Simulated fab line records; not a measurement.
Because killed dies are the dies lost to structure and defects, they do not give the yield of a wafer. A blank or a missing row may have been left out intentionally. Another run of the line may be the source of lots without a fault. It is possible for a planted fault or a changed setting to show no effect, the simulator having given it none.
What tool caused it?	flow sfq line	13 lots, 39 wafers sampled, at 6 steps of a route of 325

## WHAT EACH GAUGE READ, for each wafer
SFQ_M8_RS_MEAS_949: the measuring method here is four-point-probe. Usual: M8_AU_RS typically reads 0.1539 ohm/sq, with standard deviation 0.0028.
lot	measured	on	M8_AU_RS (ohm/sq)	flag
L299	day 75 13:40	film metro-03	0.1551 0.1540 0.1579	
L300	day 75 14:52	film metro-04	0.1523 0.1566 0.1549	
L301	day 75 16:05	film metro-01	0.1550 0.1567 0.1568	
L302	day 75 18:29	film metro-03	0.1506 0.1532 0.1499	
L303	day 81 04:20	film metro-04	0.1507 0.1528 0.1493	
L306	day 84 19:18	film metro-03	0.1520 0.1559 0.1544	
L309	day 85 00:19	film metro-01	0.1533 0.1534 0.1510	
L310	day 85 05:53	film metro-03	0.1723 0.1544 0.1729	OFF
L313	day 85 17:41	film metro-03	0.1523 0.1520 0.1505	
L315	day 85 22:40	film metro-03	0.1575 0.1537 0.1567	
L317	day 86 10:26	film metro-04	0.1497 0.1524 0.1495	
L319	day 87 03:19	film metro-04	0.1519 0.1528 0.1498	
L321	day 87 17:40	film metro-03	0.1523 0.1495 0.1509	

SFQ_M8_THK_MEAS_950: measures by xrf. Usual: M8_AU_THK typically reads 180 nm, with standard deviation 3.2.
lot	measured	on	M8_AU_THK (nm)	flag
L299	day 75 13:47	film metro-03	179 180 175	
L300	day 75 14:59	film metro-04	183 178 179	
L301	day 75 16:11	film metro-01	179 177 177	
L302	day 75 18:35	film metro-03	184 180 185	
L303	day 81 04:27	film metro-04	183 180 185	
L306	day 84 19:25	film metro-03	183 179 180	
L309	day 85 00:25	film metro-01	180 180 184	
L310	day 85 06:01	film metro-03	162 181 161	OFF
L313	day 85 17:48	film metro-03	184 183 186	
L315	day 85 22:47	film metro-03	178 181 178	
L317	day 86 10:32	film metro-04	185 181 185	
L319	day 87 03:25	film metro-04	182 181 184	
L321	day 87 17:47	film metro-03	182 186 184	

## TOOL THAT RAN EACH LOT (tool first, then ch and the chambers of the sampled wafers, then the start)
lot	SFQ_TRILAYER_R5_STRIP_STRIP_140	SFQ_TRILAYER_M6_STRIP_STRIP_163	SFQ_TRILAYER_I6_DEP_PECVD_165	SFQ_TRILAYER_M8_DEP_EVAP_196
L299	rie metal-02 ch 0,1, day 61 06:44	rie metal-03 ch 0,1, day 65 21:46	pecvd-01 ch 0,2, day 65 22:33	pvd sputter-01, day 75 13:08
L300	rie metal-03 ch 0,1, day 61 12:44	rie metal-01 ch 0,1, day 66 02:34	pecvd-04 ch 1,2, day 66 03:21	pvd sputter-02, day 75 14:20
L301	rie metal-01 ch 0,1, day 61 21:08	rie metal-04 ch 0,1, day 66 09:46	pecvd-03 ch 0,1,2, day 66 10:33	pvd sputter-01, day 75 15:32
L302	rie metal-02 ch 0,1, day 62 01:56	rie metal-01 ch 0,1, day 66 13:22	pecvd-04 ch 0,1, day 66 14:09	pvd sputter-02, day 75 17:56
L303	rie metal-02 ch 0,1, day 66 20:30	rie metal-03 ch 0,1, day 73 02:46	pecvd-04 ch 0,1,2, day 73 03:32	pvd sputter-02, day 81 03:49
L306	rie metal-03 ch 0,1, day 68 16:46	rie metal-04 ch 0, day 79 20:05	pecvd-03 ch 0,1, day 79 20:52	pvd sputter-01, day 84 18:46
L309	rie metal-01 ch 0,1, day 69 03:38	rie metal-01 ch 0,1, day 80 12:41	pecvd-03 ch 0,1,2, day 80 13:17	pvd sputter-02, day 84 23:46
L310	rie metal-01 ch 0, day 69 05:50	rie metal-04 ch 1, day 80 21:04	pecvd-03 ch 0,2, day 80 22:27	pvd sputter-01, day 85 05:23
L313	rie metal-02 ch 0,1, day 69 14:14	rie metal-03 ch 0,1, day 81 07:41	pecvd-03 ch 1,2, day 81 08:28	pvd sputter-02, day 85 17:10
L315	rie metal-03 ch 0,1, day 69 22:52	rie metal-04 ch 0,1, day 81 19:41	pecvd-04 ch 0,1, day 81 20:28	pvd sputter-02, day 85 22:08
L317	rie metal-02 ch 1, day 70 02:35	rie metal-03 ch 0,1, day 82 00:33	pecvd-03 ch 0,2, day 82 01:31	pvd sputter-02, day 86 09:54
L319	rie metal-01 ch 0,1, day 71 02:08	rie metal-01 ch 0,1, day 82 10:32	pecvd-04 ch 1,2, day 82 11:19	pvd sputter-02, day 87 02:46
L321	rie metal-02 ch 1, day 71 04:40	rie metal-04 ch 0, day 82 15:31	pecvd-04 ch 1,2, day 82 16:53	pvd sputter-02, day 87 17:10
- SFQ_TRILAYER_R5_STRIP_STRIP_140: strips in O2.
- SFQ_TRILAYER_M6_STRIP_STRIP_163: strips in O2.
- SFQ_TRILAYER_I6_DEP_PECVD_165: deposits SiO2 from SiH4/N2O, time 111.11 s, target thk 500 nm.
- SFQ_TRILAYER_M8_DEP_EVAP_196: material Au, target thk 180 nm, time 900 s.

## AS READ BY THE TOOLS THEMSELVES (means over the sampled wafers that have a number; for cases with no such wafer, the mark the record gives instead)
SFQ_TRILAYER_R5_STRIP_STRIP_140. Usual: drypump motor current A 5.92 A, standard deviation 0.22; oes product au 0.999 a.u., standard deviation 0.013.
lot	tool	drypump motor current A (A)	oes product au (a.u.)	flag
L299	rie metal-02	5.68	0.996	
L300	rie metal-03	5.94	0.994	
L301	rie metal-01	6.21	1.010	
L302	rie metal-02	5.67	0.998	
L303	rie metal-02	5.69	0.997	
L306	rie metal-03	5.94	0.995	
L309	rie metal-01	6.16	1.009	
L310	rie metal-01	6.09	1.019	
L313	rie metal-02	5.70	1.004	
L315	rie metal-03	5.95	0.991	
L317	rie metal-02	5.75	0.988	
L319	rie metal-01	6.18	1.017	
L321	rie metal-02	5.73	0.985	

SFQ_TRILAYER_M6_STRIP_STRIP_163. Usual: drypump motor current A 5.9 A, standard deviation 0.36; oes product au 0.999 a.u., standard deviation 0.017.
lot	tool	drypump motor current A (A)	oes product au (a.u.)	flag
L299	rie metal-03	5.9	0.988	
L300	rie metal-01	6.2	1.010	
L301	rie metal-04	5.3	1.001	
L302	rie metal-01	6.2	0.998	
L303	rie metal-03	6.0	0.991	
L306	rie metal-04	5.0	0.980	
L309	rie metal-01	6.2	1.011	
L310	rie metal-04	5.8	1.007	
L313	rie metal-03	6.0	0.976	
L315	rie metal-04	5.5	1.005	
L317	rie metal-03	6.0	0.985	
L319	rie metal-01	6.2	1.015	
L321	rie metal-04	5.0	0.996	

SFQ_TRILAYER_I6_DEP_PECVD_165. Usual: heater power w 90 W, standard deviation 18; showerhead vpp V 796 V, standard deviation 43; throttle valve pct 24.5 %, standard deviation 1.1.
lot	tool	heater power w (W)	showerhead vpp V (V)	throttle valve pct (%)	flag
L299	pecvd-01	74	788	23.4	
L300	pecvd-04	77	787	26.3	
L301	pecvd-03	107	798	25.5	
L302	pecvd-04	84	773	25.6	
L303	pecvd-04	83	786	23.5	
L306	pecvd-03	115	857	25.8	
L309	pecvd-03	107	808	25.4	
L310	pecvd-03	92	767	24.9	
L313	pecvd-03	121	855	26.1	
L315	pecvd-04	86	779	23.4	
L317	pecvd-03	100	768	25.3	
L319	pecvd-04	80	767	24.4	
L321	pecvd-04	82	771	24.2	

## THE ANSWER, worked out from the rows above alone
Rule: lot off if the mean of its wafers having a number is beyond 3 standard deviations from the usual mean. Also off: a lot with no number at a reading for which 4 or more lots have one. The other lots that the step has rows for count as sound. After the gauges, taken in route order, come the tools' own readings; for these a lot's mean is taken, as printed above. The first step at which some lot is off is used, and at that step the reading that is off furthest; a lot without a number counts as furthest.
Off: L310, at SFQ_M8_RS_MEAS_949 (M8_AU_RS).
A tool fits if, at a process step before that reading, it ran every lot that is off, and no sound lot after the first of them. The gauges at SFQ_M8_RS_MEAS_949 are tried like those tools. One fits: pvd sputter-01 at SFQ_TRILAYER_M8_DEP_EVAP_196. A fault onset in the window from L306 (day 84 18:46, its last sound lot) to L310 (day 85 05:23, its first lot off) fits.

## WHAT WAS PUT IN BY THE SIMULATOR
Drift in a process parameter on pvd sputter-01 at SFQ_TRILAYER_M8_DEP_EVAP_196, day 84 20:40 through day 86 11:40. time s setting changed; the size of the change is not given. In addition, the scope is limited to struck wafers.
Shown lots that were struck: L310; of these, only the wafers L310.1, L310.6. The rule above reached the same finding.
